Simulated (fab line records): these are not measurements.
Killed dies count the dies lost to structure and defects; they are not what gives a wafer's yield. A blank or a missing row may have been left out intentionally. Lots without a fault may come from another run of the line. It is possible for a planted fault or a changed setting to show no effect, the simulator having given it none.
Matching of chambers || flow sky130 || rie diel-02 running SKY_METAL3_ETCH_17: 4 sister chambers
The step etches SiO2 in C4F8/O2/Ar, stops on TiN, time 3.9 s, target depth 15 nm. 8 wafers are shown with their chamber, then 8 later ones without.

WAFERS, EACH WITH ITS CHAMBER
{"wafer": "L074.5", "chamber": 3, "oes product au (a.u.)": 0.756}
{"wafer": "L075.4", "chamber": 3, "oes product au (a.u.)": 0.744}
{"wafer": "L081.6", "chamber": 0, "oes product au (a.u.)": 0.751}
{"wafer": "L086.4", "chamber": 2, "oes product au (a.u.)": 0.755}
{"wafer": "L091.1", "chamber": 1, "oes product au (a.u.)": 0.734}
{"wafer": "L091.2", "chamber": 2, "oes product au (a.u.)": 0.743}
{"wafer": "L091.5", "chamber": 1, "oes product au (a.u.)": 0.749}
{"wafer": "L093.1", "chamber": 0, "oes product au (a.u.)": 0.756}

WAFERS WITHOUT THEIR CHAMBER
{"wafer": "L093.3", "oes product au (a.u.)": 0.759}
{"wafer": "L093.6", "oes product au (a.u.)": 0.755}
{"wafer": "L095.1", "oes product au (a.u.)": 0.747}
{"wafer": "L095.4", "oes product au (a.u.)": 0.755}
{"wafer": "L095.6", "oes product au (a.u.)": 0.753}
{"wafer": "L097.2", "oes product au (a.u.)": 0.740}
{"wafer": "L097.3", "oes product au (a.u.)": 0.740}
{"wafer": "L097.6", "oes product au (a.u.)": 0.745}

THE CHAMBER EACH PASSED THROUGH
{"wafer": "L093.3", "from the rows above": "can't be placed: 0 or 3 or 2 or 1", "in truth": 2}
{"wafer": "L093.6", "from the rows above": "can't be placed: 0 or 3 or 2 or 1", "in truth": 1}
{"wafer": "L095.1", "from the rows above": "can't be placed: 2 or 3 or 1 or 0", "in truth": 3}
{"wafer": "L095.4", "from the rows above": "can't be placed: 0 or 3 or 2 or 1", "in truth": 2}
{"wafer": "L095.6", "from the rows above": "can't be placed: 0 or 3 or 2 or 1", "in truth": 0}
{"wafer": "L097.2", "from the rows above": "can't be placed: 1 or 2 or 3 or 0", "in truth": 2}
{"wafer": "L097.3", "from the rows above": "can't be placed: 1 or 2 or 3 or 0", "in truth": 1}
{"wafer": "L097.6", "from the rows above": "can't be placed: 1 or 2 or 3 or 0", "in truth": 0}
0 of 8 placed correctly. Not placeable from these rows: 8 (in 8, the candidates include the true chamber). Placed wrongly: 0.
How it was worked out, from the rows above alone: a wafer's distance from a chamber is the root of the sum, over the readings, of the square of ((its reading less the chamber's mean) divided by the reading's scatter). If the next closest chamber is less than 2 further off than the closest, the wafer can't be placed; otherwise it belongs to the closest. A chamber's mean is the mean of its shown wafers. The scatter: take each reading less its chamber's mean, square it, sum over the shown wafers, divide by the number of wafers less the number of chambers, and take the root.
